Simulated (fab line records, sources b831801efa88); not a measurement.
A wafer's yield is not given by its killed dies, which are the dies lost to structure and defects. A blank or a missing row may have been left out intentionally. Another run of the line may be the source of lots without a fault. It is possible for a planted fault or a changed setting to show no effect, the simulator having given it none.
fab line records    flow gf180mcu
record lots=5  wafers=15  lastDay=32
route steps=602 shown LVPWELL@64 MVSD@66 MVPSD@78
lots untouched by any fault: they come from a run of this same line in which no faults occurred
startH: start of the lot's first displayed wafer, in hours after the record's first day    waitH: hours elapsed since this lot's preceding step    " unchanged from the row above    L1.1+2: a row that stands for several wafers    - either no value or no given start    * or withheld: withheld    < > ~ a bound
route shown NAME@n: a module of which the file shows steps, and the number in the route of the first    usual: average and standard deviation across the fault-free wafers    same: alike in all rows    chamber/n: place in a boat    sites: each site's reading    _std_site: how widely they spread, as a standard deviation    _edge_site: inner sites' mean taken away from outer sites' mean    radiusMm: for every site, how far away it sits from the centre of the wafer    mask NAME#n: copy n    behind: tool/chamber where the wafer was last shaped    hold: reason for holding the lot/hours on hold/outcome of the hold    device: whichever transistor did not switch (one of n, p or np)    end of line: at the end of the route, the tests of the same wafers    a step with no rows: only its recipe    killed: dies lost to structure and defects at the first sort, not the wafer's yield    map: a wafer's dies, marking killed ones x, the rest . and places with no die _
set.NAME: the setting that was run; set.NAME@STEP: the one run at that earlier step    model.NAME: the simulator's own value behind a step, which no gauge read
certain route steps with their lots: each step a table, each wafer a row
services: a tool's chamber out of use, with start hour (startH, from the record's first day; less than 0 if before it), hours out, and reason
## steps
# step GF_LVPWELL_STRIP_10
# recipe chemistry=O2/N2  powerW=1400  pressureMtorr=1500  platenTempC=250  o2FlowSccm=3000  n2FlowSccm=300  overashFraction=0.5
# usual drypumpMotorCurrentA=5.72/0.11  heaterPowerW=348/11  oesProductAu=0.723/0.0049  stripTimeToEndpointS=36.96/0.086
lot.wafer  tool            chamber  startH  waitH  drypumpMotorCurrentA  heaterPowerW  oesProductAu  rfHoursCounterH  stripTimeToEndpointS
L078.2     plasmaAsher-02  0        91.44   0.1    5.53                  337           0.726         45               36.95
L078.3     "               1        "       "      5.79                  336           0.717         -                36.93
L078.4     "               0        "       "      5.51                  342           0.724         -                36.93
L083.2     plasmaAsher-03  1        119.44  0.1    5.68                  370           0.720         0                36.92
L083.3     "               1        "       "      5.69                  366           0.722         -                37.02
L083.6     "               0        "       "      5.71                  325           0.719         -                36.94
L087.2     plasmaAsher-04  1        143.13  0.1    5.74                  347           0.723         33               36.76
L087.3     "               1        "       "      5.75                  349           0.725         -                36.79
L087.6     "               1        "       "      5.73                  337           0.728         -                36.87
L088.1     plasmaAsher-03  0        148.82  0.1    5.73                  326           0.727         4                37.00
L088.3     "               0        "       "      5.72                  329           0.726         -                36.88
L088.5     "               1        "       "      5.69                  359           0.724         -                37.00
L089.2     plasmaAsher-04  1        153.61  0.1    5.73                  346           0.725         35               37.06
L089.3     "               0        "       "      5.84                  350           0.720         -                36.92
L089.5     "               0        "       "      5.86                  366           0.727         -                36.92
# step GF_LVPWELL_TW_MEAS_11
# usual LVPWELL_TW=560.3/2.9
lot.wafer  tool          chamber  startH  waitH  LVPWELL_TW
L078.2     filmMetro-01  -        91.55   0.1    561.0
L078.3     "             -        "       "      562.9
L078.4     "             -        "       "      558.8
L083.2     filmMetro-02  -        119.55  0.1    562.0
L083.3     "             -        "       "      560.3
L083.6     "             -        "       "      559.6
L087.2     filmMetro-02  -        143.24  0.1    558.1
L087.3     "             -        "       "      559.8
L087.6     "             -        "       "      559.6
L088.1     filmMetro-04  -        148.92  0.1    557.7
L088.3     "             -        "       "      555.0
L088.5     "             -        "       "      553.2
L089.2     filmMetro-02  -        153.72  0.1    560.8
L089.3     "             -        "       "      559.9
L089.5     "             -        "       "      562.0
# step GF_MVSD_DEHYDRATE_00
# recipe tempC=200  timeS=60
# same timeS=60
lot.wafer   tool           chamber  startH  waitH
L078.2+3+4  lithoTrack-03  0        98.10   6.5
L083.2+3+6  lithoTrack-01  0        126.40  6.8
L087.2+3+6  lithoTrack-02  0        150.27  7.0
L088.1+3+5  lithoTrack-01  0        155.83  6.9
L089.2+3+5  lithoTrack-03  0        160.70  7.0
# step GF_MVSD_HMDS_01
# recipe primeTimeS=60  primeTempC=120
# usual primeTempC=119.99/0.13
# same primeTimeS=60
lot.wafer  tool           chamber  startH  waitH  primeTempC
L078.2     lithoTrack-03  0        98.25   0.1    120.02
L078.3     "              0        "       "      120.13
L078.4     "              0        "       "      119.98
L083.2     lithoTrack-01  0        126.55  0.1    119.71
L083.3     "              0        "       "      119.86
L083.6     "              0        "       "      119.79
L087.2     lithoTrack-02  0        150.42  0.1    120.09
L087.3     "              0        "       "      120.04
L087.6     "              0        "       "      120.11
L088.1     lithoTrack-01  0        155.98  0.1    120.03
L088.3     "              0        "       "      119.94
L088.5     "              0        "       "      119.85
L089.2     lithoTrack-03  0        160.85  0.1    120.03
L089.3     "              0        "       "      119.93
L089.5     "              0        "       "      119.89
# step GF_MVSD_COAT_02
# recipe spinRpm=2000  resistThkNm=3000
lot.wafer   tool           chamber  startH  waitH
L078.2+3+4  lithoTrack-03  0        98.40   0.1
L083.2+3+6  lithoTrack-01  0        126.70  0.1
L087.2+3+6  lithoTrack-02  0        150.57  0.1
L088.1+3+5  lithoTrack-01  0        156.13  0.1
L089.2+3+5  lithoTrack-03  0        161.00  0.1
# step GF_MVSD_SOFTBAKE_03
# recipe tempC=110  timeS=withheld
lot.wafer   tool           chamber  startH  waitH
L078.2+3+4  lithoTrack-03  0        98.56   0.1
L083.2+3+6  lithoTrack-01  0        126.86  0.1
L087.2+3+6  lithoTrack-02  0        150.72  0.1
L088.1+3+5  lithoTrack-01  0        156.28  0.1
L089.2+3+5  lithoTrack-03  0        161.15  0.1
# step GF_MVSD_EXPOSE_04
# recipe maskId=MVSD  targetCdNm=1000  na=0.6  sourceShape=conventional  sigmaOuter=0.6  doseMj=260
lot.wafer   tool             chamber  startH  waitH  mask
L078.2+3+4  ilineStepper-02  0        -       -      MVSD#0
L083.2+3+6  ilineStepper-01  0        -       -      MVSD#0
L087.2+3+6  ilineStepper-02  0        -       -      MVSD#0
L088.1+3+5  ilineStepper-02  0        -       -      MVSD#0
L089.2+3+5  ilineStepper-02  0        -       -      MVSD#0
# step GF_MVSD_PEB_05
# recipe tempC=115  timeS=withheld
lot.wafer   tool           chamber  startH  waitH
L078.2+3+4  lithoTrack-02  0        -       -
L083.2+3+6  lithoTrack-02  0        -       -
L087.2+3+6  lithoTrack-02  0        -       -
L088.1+3+5  lithoTrack-02  0        -       -
L089.2+3+5  lithoTrack-01  0        -       -
# step GF_MVSD_DEVELOP_06
# recipe wallAngleDeg=90  developTimeS=60  devTempC=23
lot.wafer   tool           chamber  startH  waitH
L078.2+3+4  lithoTrack-02  0        -       -
L083.2+3+6  lithoTrack-02  0        -       -
L087.2+3+6  lithoTrack-02  0        -       -
L088.1+3+5  lithoTrack-02  0        -       -
L089.2+3+5  lithoTrack-01  0        -       -
# step GF_MVSD_OVL_MEAS_07
# usual MVSD_OVL=-0.4/1.3
lot.wafer  tool        chamber  startH  waitH  MVSD_OVL[nm]
L078.2     overlay-01  -        105.45  -      -1.1
L078.3     "           -        "       "      -2.4
L078.4     "           -        "       "      -0.2
L083.2     overlay-02  -        134.15  -      -1.9
L083.3     "           -        "       "      -1.2
L083.6     "           -        "       "      -0.5
L087.2     overlay-01  -        158.60  -      1.8
L087.3     "           -        "       "      0.7
L087.6     "           -        "       "      2.5
L088.1     overlay-01  -        164.59  -      0.1
L088.3     "           -        "       "      0.4
L088.5     "           -        "       "      -0.7
L089.2     overlay-01  -        169.43  -      1.6
L089.3     "           -        "       "      0.4
L089.5     "           -        "       "      1.0
# step GF_MVSD_IMPLANT_08
# recipe species=P  energyKev=400  doseCm2=1.6e+13  tiltDeg=0
lot.wafer   tool          chamber  startH  waitH
L078.2+3+4  implanter-03  0        105.50  0.0
L083.2+3+6  implanter-03  0        134.20  0.0
L087.2+3+6  implanter-01  0        158.65  0.0
L088.1+3+5  implanter-03  0        164.63  0.0
L089.2+3+5  implanter-02  0        169.49  0.0
# step GF_MVSD_IMPLANT_09
# recipe species=P  energyKev=100  doseCm2=5e+12  tiltDeg=0
lot.wafer   tool          chamber  startH  waitH
L078.2+3+4  implanter-03  0        105.65  0.1
L083.2+3+6  implanter-03  0        134.35  0.1
L087.2+3+6  implanter-01  0        158.80  0.1
L088.1+3+5  implanter-03  0        164.78  0.1
L089.2+3+5  implanter-02  0        169.64  0.1
# step GF_MVSD_STRIP_10
# recipe chemistry=O2/N2  powerW=1400  pressureMtorr=1500  platenTempC=250  o2FlowSccm=3000  n2FlowSccm=300  overashFraction=0.5
# usual drypumpMotorCurrentA=5.66/0.27  heaterPowerW=339/24  oesProductAu=0.722/0.0045  stripTimeToEndpointS=36.98/0.11
lot.wafer  tool            chamber  startH  waitH  drypumpMotorCurrentA  heaterPowerW  oesProductAu  rfHoursCounterH  stripTimeToEndpointS
L078.2     plasmaAsher-02  1        105.78  0.1    5.79                  350           0.722         47               36.89
L078.3     "               1        "       "      5.79                  362           0.725         -                36.79
L078.4     "               0        "       "      5.54                  337           0.729         -                36.80
L083.2     plasmaAsher-02  0        134.48  0.1    5.50                  326           0.730         51               37.03
L083.3     "               0        "       "      5.52                  348           0.725         -                37.16
L083.6     "               1        "       "      5.78                  358           0.732         -                37.20
L087.2     plasmaAsher-03  1        158.93  0.1    5.70                  378           0.712         5                37.01
L087.3     "               0        "       "      5.74                  334           0.726         -                37.17
L087.6     "               0        "       "      5.71                  331           0.721         -                37.14
L088.1     plasmaAsher-03  0        164.93  0.1    5.68                  338           0.728         6                36.95
L088.3     "               0        "       "      5.73                  330           0.722         -                37.03
L088.5     "               1        "       "      5.68                  380           0.724         -                36.87
L089.2     plasmaAsher-03  0        169.76  0.1    5.73                  335           0.721         6                36.89
L089.3     "               0        "       "      5.69                  329           0.713         -                36.82
L089.5     "               0        "       "      5.73                  328           0.726         -                36.78
# step GF_MVSD_TW_MEAS_11
# usual MVSD_TW=1576/11
lot.wafer  tool          chamber  startH  waitH  MVSD_TW
L078.2     filmMetro-01  -        105.89  0.1    1603
L078.3     "             -        "       "      1600
L078.4     "             -        "       "      1589
L083.2     filmMetro-02  -        134.59  0.1    1570
L083.3     "             -        "       "      1579
L083.6     "             -        "       "      1571
L087.2     filmMetro-04  -        159.04  0.1    1568
L087.3     "             -        "       "      1563
L087.6     "             -        "       "      1563
L088.1     filmMetro-04  -        165.03  0.1    1575
L088.3     "             -        "       "      1572
L088.5     "             -        "       "      1575
L089.2     filmMetro-02  -        169.87  0.1    1574
L089.3     "             -        "       "      1585
L089.5     "             -        "       "      1564
# step GF_MVPSD_DEHYDRATE_00
# recipe tempC=200  timeS=60
# same timeS=60
lot.wafer   tool           chamber  startH  waitH
L078.2+3+4  lithoTrack-03  0        112.55  6.6
L083.2+3+6  lithoTrack-04  0        141.68  7.1
L087.2+3+6  lithoTrack-04  0        166.58  7.5
L088.1+3+5  lithoTrack-04  0        172.21  7.2
L089.2+3+5  lithoTrack-02  0        177.56  7.7
# step GF_MVPSD_HMDS_01
# recipe primeTimeS=60  primeTempC=120
# usual primeTempC=120.01/0.12
# same primeTimeS=60
lot.wafer  tool           chamber  startH  waitH  primeTempC
L078.2     lithoTrack-03  0        112.70  0.1    120.00
L078.3     "              0        "       "      119.90
L078.4     "              0        "       "      119.94
L083.2     lithoTrack-04  0        141.83  0.1    120.09
L083.3     "              0        "       "      120.10
L083.6     "              0        "       "      120.16
L087.2     lithoTrack-04  0        166.73  0.1    119.83
L087.3     "              0        "       "      120.09
L087.6     "              0        "       "      120.20
L088.1     lithoTrack-04  0        172.36  0.1    120.08
L088.3     "              0        "       "      120.16
L088.5     "              0        "       "      120.06
L089.2     lithoTrack-02  0        177.71  0.1    120.04
L089.3     "              0        "       "      119.83
L089.5     "              0        "       "      119.80
# step GF_MVPSD_COAT_02
# recipe spinRpm=2000  resistThkNm=3000
lot.wafer   tool           chamber  startH  waitH
L078.2+3+4  lithoTrack-03  0        112.85  0.1
L083.2+3+6  lithoTrack-04  0        141.98  0.1
L087.2+3+6  lithoTrack-04  0        166.88  0.1
L088.1+3+5  lithoTrack-04  0        172.51  0.1
L089.2+3+5  lithoTrack-02  0        177.86  0.1
# step GF_MVPSD_SOFTBAKE_03
# recipe tempC=110  timeS=withheld
lot.wafer   tool           chamber  startH  waitH
L078.2+3+4  lithoTrack-03  0        113.00  0.1
L083.2+3+6  lithoTrack-04  0        142.14  0.1
L087.2+3+6  lithoTrack-04  0        167.04  0.1
L088.1+3+5  lithoTrack-04  0        172.66  0.1
L089.2+3+5  lithoTrack-02  0        178.02  0.1
# step GF_MVPSD_EXPOSE_04
# recipe maskId=MVPSD  targetCdNm=1000  na=0.6  sourceShape=conventional  sigmaOuter=0.6  doseMj=260
lot.wafer   tool             chamber  startH  waitH  mask
L078.2+3+4  ilineStepper-02  0        -       -      MVPSD#0
L083.2+3+6  ilineStepper-01  0        -       -      MVPSD#0
L087.2+3+6  ilineStepper-01  0        -       -      MVPSD#0
L088.1+3+5  ilineStepper-02  0        -       -      MVPSD#0
L089.2+3+5  ilineStepper-02  0        -       -      MVPSD#0
# step GF_MVPSD_PEB_05
# recipe tempC=115  timeS=withheld
lot.wafer   tool           chamber  startH  waitH
L078.2+3+4  lithoTrack-02  0        -       -
L083.2+3+6  lithoTrack-03  0        -       -
L087.2+3+6  lithoTrack-03  0        -       -
L088.1+3+5  lithoTrack-02  0        -       -
L089.2+3+5  lithoTrack-04  0        -       -
# step GF_MVPSD_DEVELOP_06
# recipe wallAngleDeg=90  developTimeS=60  devTempC=23
lot.wafer   tool           chamber  startH  waitH
L078.2+3+4  lithoTrack-02  0        -       -
L083.2+3+6  lithoTrack-03  0        -       -
L087.2+3+6  lithoTrack-03  0        -       -
L088.1+3+5  lithoTrack-02  0        -       -
L089.2+3+5  lithoTrack-04  0        -       -
# step GF_MVPSD_OVL_MEAS_07
# usual MVPSD_OVL=0.5/1.3
lot.wafer  tool        chamber  startH  waitH  MVPSD_OVL[nm]
L078.2     overlay-02  -        120.40  -      1.0
L078.3     "           -        "       "      0.6
L078.4     "           -        "       "      0.5
L083.2     overlay-01  -        149.58  -      0.1
L083.3     "           -        "       "      -0.5
L083.6     "           -        "       "      -0.7
L087.2     overlay-02  -        174.98  -      0.3
L087.3     "           -        "       "      1.0
L087.6     "           -        "       "      -0.1
L088.1     overlay-02  -        181.19  -      1.8
L088.3     "           -        "       "      2.3
L088.5     "           -        "       "      2.2
L089.2     overlay-02  -        186.21  -      1.0
L089.3     "           -        "       "      -0.3
L089.5     "           -        "       "      1.2
# step GF_MVPSD_IMPLANT_08
# recipe species=B  energyKev=170  doseCm2=1.5e+13  tiltDeg=0
lot.wafer   tool          chamber  startH  waitH
L078.2+3+4  implanter-01  0        120.45  0.0
L083.2+3+6  implanter-04  0        149.63  0.0
L087.2+3+6  implanter-01  0        175.03  0.0
L088.1+3+5  implanter-04  0        181.23  0.0
L089.2+3+5  implanter-03  0        186.27  0.0
## services
tool             chamber  startH  hours  kind
implanter-01     -        72.54   2.5    repair
implanter-04     -        79.76   0.6    repair
ilineStepper-02  -        83.89   -      calibration
plasmaAsher-02   -        86.58   0.9    repair
implanter-04     -        87.54   2.6    pm
implanter-01     -        87.97   4.1    repair
implanter-02     -        97.87   2.6    repair
implanter-01     -        100.68  3.8    repair
ilineStepper-02  -        106.13  1.7    pm
plasmaAsher-03   -        108.75  9.0    pm
plasmaAsher-03   0        108.75  9.0    ventCycle
plasmaAsher-03   1        108.75  9.0    ventCycle
plasmaAsher-03   0        117.75  -      clean
plasmaAsher-03   1        117.75  -      clean
plasmaAsher-04   -        122.00  0.4    repair
implanter-04     -        123.66  4.0    repair
ilineStepper-02  0        140.32  -      calibration
implanter-01     -        140.55  4.5    repair
implanter-02     -        143.91  2.5    repair
plasmaAsher-04   -        162.26  1.9    repair
ilineStepper-02  -        162.86  4.5    repair
plasmaAsher-03   -        184.63  1.2    repair
## key
fault none
